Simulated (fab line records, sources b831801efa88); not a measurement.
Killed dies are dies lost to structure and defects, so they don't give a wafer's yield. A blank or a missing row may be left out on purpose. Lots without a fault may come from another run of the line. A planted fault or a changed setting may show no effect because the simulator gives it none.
Which tool did it? | flow sky130 | 6 lots, 18 wafers sampled, at 2 steps of a route of 708

WHAT THE GAUGES READ, wafer by wafer
SKY_METAL4_OVL_MEAS_14.
lot  | measured     | on         | METAL4_OVL (nm)
L920 | day 42 14:03 | overlay-01 | -4 -3 0
L924 | day 43 17:16 | overlay-02 | 2 -1 -2
L925 | day 44 11:48 | overlay-02 | 1 5 0
L927 | day 44 19:29 | overlay-02 | -4 -2 -2
L929 | day 45 05:04 | overlay-02 | 5 -2 3
L939 | day 47 13:01 | overlay-01 | -4 1 9

WHICH TOOL RAN EACH LOT (tool, then ch and the chambers of the sampled wafers, then the start)
lot  | SKY_CAP2M_SPUTTER_02
L920 | pvd_sputter-04, day 40 12:21
L924 | pvd_sputter-01, day 41 17:38
L925 | pvd_sputter-01, day 42 12:22
L927 | pvd_sputter-03, day 42 20:26
L929 | pvd_sputter-04, day 43 06:46
L939 | pvd_sputter-04, day 45 20:13
- SKY_CAP2M_SPUTTER_02: material TiN, target thk 200 nm, time 166.7 s.

THE ANSWER, worked out from the rows above alone
Rule: what is usual is taken from the lots themselves. Put in order of their means at a reading, lots are off if they are a third of the lots or fewer, leave a main group of 4 or more, and stand apart from it by a gap of 3 or more times the standard deviation of the main group's means; of several such gaps the widest counts. A main group whose means are all the same, to the digits that the tables above print for the reading, isn't used. A lot without any number at a reading at which 4 lots or more have one is off too. The other lots that the step has rows for count as sound.
No lot is off at any reading shown: from this, nothing can be told.

WHAT THE SIMULATOR HAD PUT IN
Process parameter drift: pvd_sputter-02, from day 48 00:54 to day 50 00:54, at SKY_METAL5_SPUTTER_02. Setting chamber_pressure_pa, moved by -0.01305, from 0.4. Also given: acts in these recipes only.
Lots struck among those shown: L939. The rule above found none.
